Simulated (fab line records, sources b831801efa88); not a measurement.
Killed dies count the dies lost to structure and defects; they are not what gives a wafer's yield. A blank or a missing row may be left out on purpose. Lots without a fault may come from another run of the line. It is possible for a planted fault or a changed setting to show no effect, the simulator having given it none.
fab line records | flow gf180mcu
[record] lots = 15 wafers = 45 lastDay = 34
route steps=602 shown STI@3 DNWELL@36
lots with no fault: from the same line, run without faults
startH: start of the lot's first displayed wafer, in hours after the record's first day | waitH: hours elapsed since this lot's preceding step | " repeats the value in the row above | L1.1+2: a row that stands for several wafers | - no value present, or no start provided | * or withheld: withheld | < > ~ a bound
route shown NAME@n: names a module that has steps shown in the file, with the first one's number in the route | usual: mean/standard deviation taken from wafers without a fault | same: alike in all rows | chamber/n: place in a boat | sites: readings site by site | _std_site: standard deviation of those values | _edge_site: the outer-site mean with the inner-site mean subtracted | radiusMm: for every site, how far away it sits from the centre of the wafer | mask NAME#n: copy n | behind: the tool/chamber that last shaped the wafer | hold: why the lot was held/for how many hours/how that ended | device: whichever transistor did not switch (one of n, p or np) | end of line: tests run on the same wafers once the route is complete | step lacking rows: just its recipe | killed: dies that structure and defects cost at the first sort, which is not the same as the wafer's yield | map: a wafer's dies, marking killed ones x, the rest . and places with no die _
set.NAME: the setting as run; set.NAME@STEP: as run at that earlier step | model.NAME: the simulator's own value behind a step, which no gauge read
a sample of lots followed through the steps of the route, with each step as a table and each wafer as a row
services: the hour from which a tool's chamber was out of use, counted from the record's first day as startH (under 0 if before that day), plus the number of hours and why
[[steps]]
[step GF_STI_THK_MEAS_02]
[recipe] reads = SiO2_of_STI_OXIDATION_01
[usual] STI_OXIDATION_THK = 10.01/0.22
// columns lot.wafer tool chamber startH waitH STI_OXIDATION_THK[nm]
L957.2 filmMetro-01 - 11.52 0.0 10.19
L957.4 " - " " 10.19
L957.6 " - " " 10.16
L958.3 filmMetro-01 - 17.32 0.0 9.68
L958.4 " - " " 9.65
L958.6 " - " " 9.65
L959.1 filmMetro-01 - 24.07 0.0 9.70
L959.3 " - " " 9.55
L959.5 " - " " 9.73
L960.4 filmMetro-01 - 26.62 0.0 9.84
L960.5 " - " " 9.90
L960.6 " - " " 9.97
L961.2 filmMetro-03 - 31.52 0.0 9.68
L961.5 " - " " 9.80
L961.6 " - " " 9.77
L965.3 filmMetro-01 - 52.12 0.0 10.44
L965.5 " - " " 10.28
L965.6 " - " " 10.43
L969.1 filmMetro-02 - 71.73 0.0 10.28
L969.3 " - " " 10.07
L969.5 " - " " 10.27
L970.1 filmMetro-01 - 76.51 0.0 10.05
L970.4 " - " " 10.06
L970.5 " - " " 10.13
L972.2 filmMetro-02 - 87.67 0.0 10.12
L972.5 " - " " 10.10
L972.6 " - " " 10.28
L974.2 filmMetro-03 - 96.52 0.0 10.23
L974.5 " - " " 10.21
L974.6 " - " " 10.30
L975.3 filmMetro-03 - 101.53 0.0 9.95
L975.5 " - " " 10.12
L975.6 " - " " 10.04
L976.1 filmMetro-02 - 106.85 0.0 9.93
L976.4 " - " " 9.85
L976.5 " - " " 10.06
L978.2 filmMetro-03 - 116.52 0.0 10.28
L978.4 " - " " 10.27
L978.6 " - " " 10.38
L979.2 filmMetro-02 - 123.66 0.0 9.92
L979.3 " - " " 9.78
L979.4 " - " " 9.80
L980.2 filmMetro-01 - 127.95 0.0 9.97
L980.3 " - " " 9.82
L980.6 " - " " 9.99
[step GF_STI_THK_MEAS_04]
[recipe] reads = Si3N4_of_STI_CVD_03
[usual] STI_CVD_03_THK = 207.3/1.8
// columns lot.wafer tool chamber startH waitH STI_CVD_03_THK[nm]
L957.2 filmMetro-01 - 13.57 0.0 206.9
L957.4 " - " " 206.0
L957.6 " - " " 206.9
L958.3 filmMetro-02 - 19.36 0.0 208.1
L958.4 " - " " 208.3
L958.6 " - " " 207.7
L959.1 filmMetro-03 - 26.11 0.0 207.5
L959.3 " - " " 207.6
L959.5 " - " " 206.8
L960.4 filmMetro-02 - 28.66 0.0 203.3
L960.5 " - " " 206.4
L960.6 " - " " 206.4
L961.2 filmMetro-03 - 33.57 0.0 207.2
L961.5 " - " " 208.4
L961.6 " - " " 208.0
L965.3 filmMetro-03 - 54.16 0.0 210.3
L965.5 " - " " 210.8
L965.6 " - " " 209.0
L969.1 filmMetro-03 - 73.77 0.0 206.3
L969.3 " - " " 205.6
L969.5 " - " " 206.8
L970.1 filmMetro-03 - 78.56 0.0 208.2
L970.4 " - " " 207.5
L970.5 " - " " 208.9
L972.2 filmMetro-02 - 89.72 0.0 208.7
L972.5 " - " " 207.8
L972.6 " - " " 208.6
L974.2 filmMetro-03 - 98.57 0.0 203.6
L974.5 " - " " 206.5
L974.6 " - " " 203.5
L975.3 filmMetro-01 - 103.58 0.0 206.5
L975.5 " - " " 205.5
L975.6 " - " " 207.1
L976.1 filmMetro-03 - 108.90 0.0 211.3
L976.4 " - " " 210.5
L976.5 " - " " 209.6
L978.2 filmMetro-01 - 119.56 0.0 208.9
L978.4 " - " " 207.5
L978.6 " - " " 207.5
L979.2 filmMetro-03 - 125.71 0.0 206.8
L979.3 " - " " 206.1
L979.4 " - " " 206.1
L980.2 filmMetro-03 - 129.99 0.0 202.4
L980.3 " - " " 202.7
L980.6 " - " " 204.0
[step GF_STI_THK_MEAS_22]
[recipe] reads = SiO2_of_STI_OXIDATION_21
[usual] STI_OXIDATION_01_THK = 15.0/0.36
// columns lot.wafer tool chamber startH waitH STI_OXIDATION_01_THK[nm]
L957.2 filmMetro-03 - 27.18 0.0 14.2
L957.4 " - " " 14.3
L957.6 " - " " 14.3
L958.3 filmMetro-01 - 32.73 0.0 14.8
L958.4 " - " " 15.0
L958.6 " - " " 15.0
L959.1 filmMetro-03 - 40.64 0.0 15.0
L959.3 " - " " 15.1
L959.5 " - " " 15.3
L960.4 filmMetro-02 - 42.92 0.0 14.9
L960.5 " - " " 15.0
L960.6 " - " " 14.8
L961.2 filmMetro-01 - 48.23 0.0 14.9
L961.5 " - " " 14.8
L961.6 " - " " 15.0
L965.3 filmMetro-03 - 68.47 0.0 15.4
L965.5 " - " " 15.5
L965.6 " - " " 15.6
L969.1 filmMetro-03 - 89.39 0.0 14.3
L969.3 " - " " 14.3
L969.5 " - " " 14.2
L970.1 filmMetro-02 - 94.51 0.0 15.1
L970.4 " - " " 15.1
L970.5 " - " " 15.3
L972.2 filmMetro-03 - 105.47 0.0 15.6
L972.5 " - " " 15.3
L972.6 " - " " 15.5
L974.2 filmMetro-02 - 115.48 0.0 15.5
L974.5 " - " " 15.4
L974.6 " - " " 15.3
L975.3 filmMetro-02 - 119.52 0.0 15.4
L975.5 " - " " 15.4
L975.6 " - " " 15.1
L976.1 filmMetro-02 - 126.54 0.0 14.7
L976.4 " - " " 14.7
L976.5 " - " " 14.8
L978.2 filmMetro-03 - 135.87 0.0 15.0
L978.4 " - " " 15.4
L978.6 " - " " 15.3
L979.2 filmMetro-02 - 142.64 0.0 15.2
L979.3 " - " " 15.0
L979.4 " - " " 15.0
L980.2 filmMetro-03 - 149.50 0.0 14.6
L980.3 " - " " 14.8
L980.6 " - " " 14.7
[step GF_DNWELL_EXPOSE_04]
[recipe] maskId = DNWELL targetCdNm = 1700 na = 0.6 sourceShape = conventional sigmaOuter = 0.6 doseMj = 260
[usual] exposureDoseMJCm2 = 260.04/0.27 focusOffsetNm = 0.0/0.51 reticleTempC = 23.02/0.1
// columns lot.wafer tool chamber startH waitH mask exposureDoseMJCm2 focusOffsetNm reticleTempC
L957.2 ilineStepper-02 0 35.55 - DNWELL#0 260.31 -0.9 23.06
L957.4 " 0 " " DNWELL#0 259.77 -0.2 23.28
L957.6 " 0 " " DNWELL#0 260.06 0.4 23.16
L958.3 ilineStepper-01 0 41.87 - DNWELL#0 260.09 0.6 22.82
L958.4 " 0 " " DNWELL#0 259.87 0.5 22.95
L958.6 " 0 " " DNWELL#0 260.17 0.6 23.03
L959.1 ilineStepper-01 - 49.28 - DNWELL#0 - - -
L959.3 " - " " DNWELL#0 - - -
L959.5 " - " " DNWELL#0 - - -
L960.4 ilineStepper-01 - 52.47 - DNWELL#0 - - -
L960.5 " - " " DNWELL#0 - - -
L960.6 " - " " DNWELL#0 - - -
L961.2 ilineStepper-01 - 57.53 - DNWELL#0 - - -
L961.5 " - " " DNWELL#0 - - -
L961.6 " - " " DNWELL#0 - - -
L965.3 ilineStepper-01 0 77.59 - DNWELL#0 260.13 -0.2 23.16
L965.5 " 0 " " DNWELL#0 260.38 0.1 23.13
L965.6 " 0 " " DNWELL#0 260.25 -0.8 23.05
L969.1 ilineStepper-02 0 100.13 - DNWELL#0 259.82 -0.5 22.98
L969.3 " 0 " " DNWELL#0 259.44 -0.9 23.01
L969.5 " 0 " " DNWELL#0 259.80 -1.1 23.04
L970.1 ilineStepper-02 0 104.77 - DNWELL#0 260.11 0.1 22.97
L970.4 " 0 " " DNWELL#0 259.84 0.8 23.05
L970.5 " 0 " " DNWELL#0 259.70 0.7 22.98
L972.2 ilineStepper-02 0 116.13 - DNWELL#0 260.27 -0.4 22.94
L972.5 " 0 " " DNWELL#0 259.95 -0.5 22.81
L972.6 " 0 " " DNWELL#0 260.24 0.6 23.01
L974.2 ilineStepper-01 0 125.08 - DNWELL#0 260.03 -0.5 23.06
L974.5 " 0 " " DNWELL#0 260.36 0.4 22.93
L974.6 " 0 " " DNWELL#0 260.35 -0.3 22.96
L975.3 ilineStepper-01 0 132.72 - DNWELL#0 259.90 -0.5 22.86
L975.5 " 0 " " DNWELL#0 260.11 0.5 22.81
L975.6 " 0 " " DNWELL#0 260.39 0.0 22.95
L976.1 ilineStepper-01 0 138.68 - DNWELL#0 260.10 -0.1 22.96
L976.4 " 0 " " DNWELL#0 259.94 0.0 22.91
L976.5 " 0 " " DNWELL#0 259.68 0.3 23.15
L978.2 ilineStepper-02 0 146.03 - DNWELL#0 259.78 -0.9 22.93
L978.4 " 0 " " DNWELL#0 259.84 0.6 22.92
L978.6 " 0 " " DNWELL#0 259.63 0.1 23.06
L979.2 ilineStepper-02 0 153.90 - DNWELL#0 259.70 -0.1 23.24
L979.3 " 0 " " DNWELL#0 259.71 0.0 23.11
L979.4 " 0 " " DNWELL#0 259.73 0.7 23.20
L980.2 ilineStepper-02 0 162.58 - DNWELL#0 260.02 0.7 23.08
L980.3 " 0 " " DNWELL#0 260.32 0.6 23.03
L980.6 " 0 " " DNWELL#0 260.30 0.2 22.99
[step GF_DNWELL_TW_MEAS_09]
[usual] DNWELL_TW = 1352/12
// columns lot.wafer tool chamber startH waitH DNWELL_TW
L957.2 filmMetro-03 - 41.99 0.1 1357
L957.4 " - " " 1353
L957.6 " - " " 1358
L958.3 filmMetro-03 - 47.81 0.1 1348
L958.4 " - " " 1347
L958.6 " - " " 1349
L959.1 filmMetro-03 - 56.16 0.1 31
L959.3 " - " " 31
L959.5 " - " " 31
L960.4 filmMetro-04 - 58.90 0.1 31
L960.5 " - " " 31
L960.6 " - " " 31
L961.2 filmMetro-04 - 64.17 0.1 31
L961.5 " - " " 31
L961.6 " - " " 31
L965.3 filmMetro-03 - 85.11 0.1 1346
L965.5 " - " " 1336
L965.6 " - " " 1342
L969.1 filmMetro-03 - 107.26 0.1 1356
L969.3 " - " " 1366
L969.5 " - " " 1361
L970.1 filmMetro-04 - 111.46 0.1 1359
L970.4 " - " " 1359
L970.5 " - " " 1349
L972.2 filmMetro-03 - 123.94 0.1 1367
L972.5 " - " " 1355
L972.6 " - " " 1359
L974.2 filmMetro-04 - 132.02 0.1 1353
L974.5 " - " " 1356
L974.6 " - " " 1357
L975.3 filmMetro-03 - 140.33 0.1 1358
L975.5 " - " " 1360
L975.6 " - " " 1354
L976.1 filmMetro-04 - 146.62 0.1 1366
L976.4 " - " " 1371
L976.5 " - " " 1364
L978.2 filmMetro-04 - 154.49 0.1 1371
L978.4 " - " " 1371
L978.6 " - " " 1370
L979.2 filmMetro-03 - 161.59 0.1 1352
L979.3 " - " " 1347
L979.4 " - " " 1355
L980.2 filmMetro-04 - 170.82 0.1 1356
L980.3 " - " " 1351
L980.6 " - " " 1343
[[services]]
// columns tool chamber startH hours kind
ilineStepper-01 - 18.90 1.7 pm
ilineStepper-02 - 21.65 4.4 pm
ilineStepper-02 - 57.80 2.1 pm
ilineStepper-02 - 59.88 - consumableReplace:lamp
ilineStepper-02 - 61.76 4.4 repair
ilineStepper-01 - 87.40 4.5 repair
ilineStepper-01 - 103.25 14.4 repair
ilineStepper-02 - 110.40 1.4 repair
ilineStepper-01 - 117.17 7.2 repair
ilineStepper-02 - 144.55 1.4 repair
[[key]]
[firstSign] step = GF_DNWELL_EXPOSE_04 reading = toolRecord direction = missing
[effect] step = GF_DNWELL_TW_MEAS_09 reading = DNWELL_TW direction = down sigmas = 99+ usual = 1352 struck = 31
metAt GF_DNWELL_EXPOSE_04
struckLots L959,L960,L961
sortLeftOut L959.1,L959.3,L959.5,L960.4,L960.5,L960.6,L961.2,L961.5,L961.6
testerLeftOut L959,L960,L961
notActingAt GF_STI_THK_MEAS_02,GF_STI_THK_MEAS_04,GF_STI_THK_MEAS_22
onsetBetween 41.87 49.28
[fault] kind = skippedStepWhole tool = ilineStepper-01 chamber = - onsetH = 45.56 steps = GF_DNWELL_EXPOSE_04 scope = struckLotsOnly
// testerLeftOut: of these lots the tester's yield and bins aren't shown, on N5 and GAA mostly nor the transistor test; their killed dies are dies lost to structure and defects alone, not to doping, threshold or leakage, so they don't give the yield
// sortLeftOut: the simulated sort isn't trusted on such a fault, so these wafers' sort isn't shown, and their yield isn't known
